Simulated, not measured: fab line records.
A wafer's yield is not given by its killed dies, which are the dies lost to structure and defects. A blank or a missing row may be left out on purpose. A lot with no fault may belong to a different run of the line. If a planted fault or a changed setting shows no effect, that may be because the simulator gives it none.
Which tool did it? | flow sky130 | 12 lots, 36 wafers sampled, at 5 steps of a route of 708

== WHAT THE GAUGES READ, wafer by wafer ==
SKY_VIA1_CD_MEAS_12: the cd target is 150 nm. Usual: cd-nm at 149.7 nm, with a standard deviation of 1.8.
lot  | measured     | on        | cd-nm (nm)        | flag
L591 | day 33 17:07 | cd-sem-02 | 145.0 144.8 147.3 |
L592 | day 34 12:23 | cd-sem-01 | 150.9 151.4 150.4 |
L595 | day 35 11:17 | cd-sem-02 | 150.1 149.0 149.0 |
L596 | day 35 20:25 | cd-sem-02 | 150.6 149.9 151.1 |
L599 | day 36 23:43 | cd-sem-02 | 149.8 149.4 148.8 |
L600 | day 37 03:38 | cd-sem-02 | 153.8 150.6 151.3 |
L607 | day 40 16:52 | cd-sem-01 | 148.4 148.3 149.6 |
L608 | day 40 18:10 | cd-sem-02 | 147.6 149.6 150.2 |
L609 | day 40 18:17 | cd-sem-01 | 147.1 148.9 149.4 |
L611 | day 40 18:23 | cd-sem-02 | 152.3 150.9 150.0 |
L610 | day 40 19:08 | cd-sem-01 | 148.7 149.9 148.4 |
L613 | day 40 20:23 | cd-sem-01 | 150.5 151.7 151.1 |

SKY_PAD_OPEN_BOW_MEAS_13. Usual: PAD_OPEN_BOW gives 49 um (standard deviation 8.4).
lot  | measured     | on            | PAD_OPEN_BOW (um) | flag
L591 | day 45 15:07 | film-metro-01 | 48 54 56          |
L592 | day 46 02:29 | film-metro-02 | 31 38 44          |
L595 | day 46 22:01 | film-metro-01 | 41 57 50          |
L596 | day 47 03:22 | film-metro-04 | 53 46 53          |
L599 | day 47 21:20 | film-metro-02 | 56 37 52          |
L600 | day 48 03:30 | film-metro-01 | 33 48 32          |
L607 | day 50 14:25 | film-metro-04 | 114 109 108       | OFF
L608 | day 50 18:15 | film-metro-01 | 103 98 100        | OFF
L609 | day 50 17:28 | film-metro-04 | 59 40 56          |
L611 | day 50 19:01 | film-metro-01 | 41 41 47          |
L610 | day 50 19:46 | film-metro-02 | 52 52 54          |
L613 | day 50 21:49 | film-metro-04 | 49 46 43          |

== EACH LOT AND THE TOOL THAT RAN IT (in order: tool; ch and the chambers of the sampled wafers; start) ==
lot  | SKY_METAL1_SPUTTER_01        | SKY_METAL2_SPUTTER_04        | SKY_PAD_OPEN_ANNEAL_12
L591 | pvd-sputter-03, day 31 09:28 | pvd-sputter-02, day 33 18:41 | furnace-01 ch 0, day 45 13:37
L592 | pvd-sputter-01, day 32 04:44 | pvd-sputter-02, day 34 13:58 | furnace-02 ch 0, day 46 00:58
L595 | pvd-sputter-01, day 33 05:29 | pvd-sputter-04, day 35 12:52 | furnace-01 ch 0, day 46 20:31
L596 | pvd-sputter-01, day 33 13:26 | pvd-sputter-02, day 35 22:01 | furnace-02 ch 0, day 47 01:52
L599 | pvd-sputter-03, day 34 18:23 | pvd-sputter-02, day 37 01:14 | furnace-01 ch 0, day 47 19:47
L600 | pvd-sputter-03, day 34 21:11 | pvd-sputter-02, day 37 05:11 | furnace-02 ch 0, day 48 01:59
L607 | pvd-sputter-01, day 38 14:19 | pvd-sputter-04, day 40 18:26 | furnace-01, day 50 12:55
L608 | pvd-sputter-02, day 38 15:14 | pvd-sputter-02, day 40 19:44 | furnace-01, day 50 16:45
L609 | pvd-sputter-03, day 38 15:24 | pvd-sputter-03, day 40 19:52 | furnace-02 ch 0, day 50 15:58
L611 | pvd-sputter-01, day 38 15:42 | pvd-sputter-02, day 40 20:02 | furnace-02 ch 0, day 50 17:28
L610 | pvd-sputter-01, day 38 16:43 | pvd-sputter-04, day 40 20:50 | furnace-01 ch 0, day 50 18:15
L613 | pvd-sputter-01, day 38 17:56 | pvd-sputter-02, day 40 21:56 | furnace-02 ch 0, day 50 20:19
- SKY_METAL1_SPUTTER_01: material TiN, target thk 20 nm, time 16.7 s.
- SKY_METAL2_SPUTTER_04: material TiN, target thk 70 nm, time 58.3 s.
- SKY_PAD_OPEN_ANNEAL_12

== WHAT THE TOOLS THEMSELVES READ (means of the sampled wafers that have a number; where no wafer has one, the mark that the record gives instead) ==
SKY_METAL1_SPUTTER_01. Usual: throttle-valve-pct at 30.2 %, with a standard deviation of 1.5.
lot  | tool           | throttle-valve-pct (%) | flag
L591 | pvd-sputter-03 | 29.3                   |
L592 | pvd-sputter-01 | 31.1                   |
L595 | pvd-sputter-01 | 31.6                   |
L596 | pvd-sputter-01 | 30.7                   |
L599 | pvd-sputter-03 | 29.2                   |
L600 | pvd-sputter-03 | 28.6                   |
L607 | pvd-sputter-01 | 31.3                   |
L608 | pvd-sputter-02 | 29.4                   |
L609 | pvd-sputter-03 | 28.6                   |
L611 | pvd-sputter-01 | 30.7                   |
L610 | pvd-sputter-01 | 31.2                   |
L613 | pvd-sputter-01 | 30.6                   |

SKY_METAL2_SPUTTER_04. Usual: throttle-valve-pct at 30.3 %, with a standard deviation of 1.4.
lot  | tool           | throttle-valve-pct (%) | flag
L591 | pvd-sputter-02 | 30.4                   |
L592 | pvd-sputter-02 | 30.3                   |
L595 | pvd-sputter-04 | 29.6                   |
L596 | pvd-sputter-02 | 31.5                   |
L599 | pvd-sputter-02 | 30.7                   |
L600 | pvd-sputter-02 | 29.5                   |
L607 | pvd-sputter-04 | 30.3                   |
L608 | pvd-sputter-02 | 31.7                   |
L609 | pvd-sputter-03 | 29.3                   |
L611 | pvd-sputter-02 | 31.5                   |
L610 | pvd-sputter-04 | 30.3                   |
L613 | pvd-sputter-02 | 30.3                   |

SKY_PAD_OPEN_ANNEAL_12. Usual: ramp-down-c-per-min 4.0000, standard deviation 0.00067; ramp-up-c-per-min 8.0001, standard deviation 0.0014.
lot  | tool       | ramp-down-c-per-min | ramp-up-c-per-min | flag
L591 | furnace-01 | 3.9999              | 8.0000            |
L592 | furnace-02 | 4.0007              | 7.9996            |
L595 | furnace-01 | 4.0002              | 8.0010            |
L596 | furnace-02 | 4.0004              | 7.9992            |
L599 | furnace-01 | 4.0006              | 8.0002            |
L600 | furnace-02 | 4.0000              | 8.0010            |
L607 | furnace-01 | -                   | -                 | OFF
L608 | furnace-01 | -                   | -                 | OFF
L609 | furnace-02 | 3.9997              | 7.9993            |
L611 | furnace-02 | 4.0008              | 8.0013            |
L610 | furnace-01 | 4.0001              | 8.0005            |
L613 | furnace-02 | 4.0000              | 8.0000            |

== THE ANSWER, worked out from the rows above alone ==
Rule: lot off if the mean of its wafers having a number is beyond 3 standard deviations from the usual mean. A lot without any number at a reading at which 4 lots or more have one is off too. The other lots that the step has rows for count as sound. First the gauges in route order, then the tools' own readings, where a lot's mean is used as printed above. At the first step where some lot is off, the reading lying furthest off is the one used; lots without a number count as furthest.
Off: L607, L608, seen at SKY_PAD_OPEN_BOW_MEAS_13 (PAD_OPEN_BOW).
If a tool, at a process step before that reading, ran all the lots that are off and no sound lot after the first of them, it fits. The gauges at SKY_PAD_OPEN_BOW_MEAS_13 aren't tried: what is off there is off at SKY_PAD_OPEN_ANNEAL_12 too, on other tools, and a gauge's error can't cause that. Of those tried, none fits.

== WHAT THE SIMULATOR HAD PUT IN ==
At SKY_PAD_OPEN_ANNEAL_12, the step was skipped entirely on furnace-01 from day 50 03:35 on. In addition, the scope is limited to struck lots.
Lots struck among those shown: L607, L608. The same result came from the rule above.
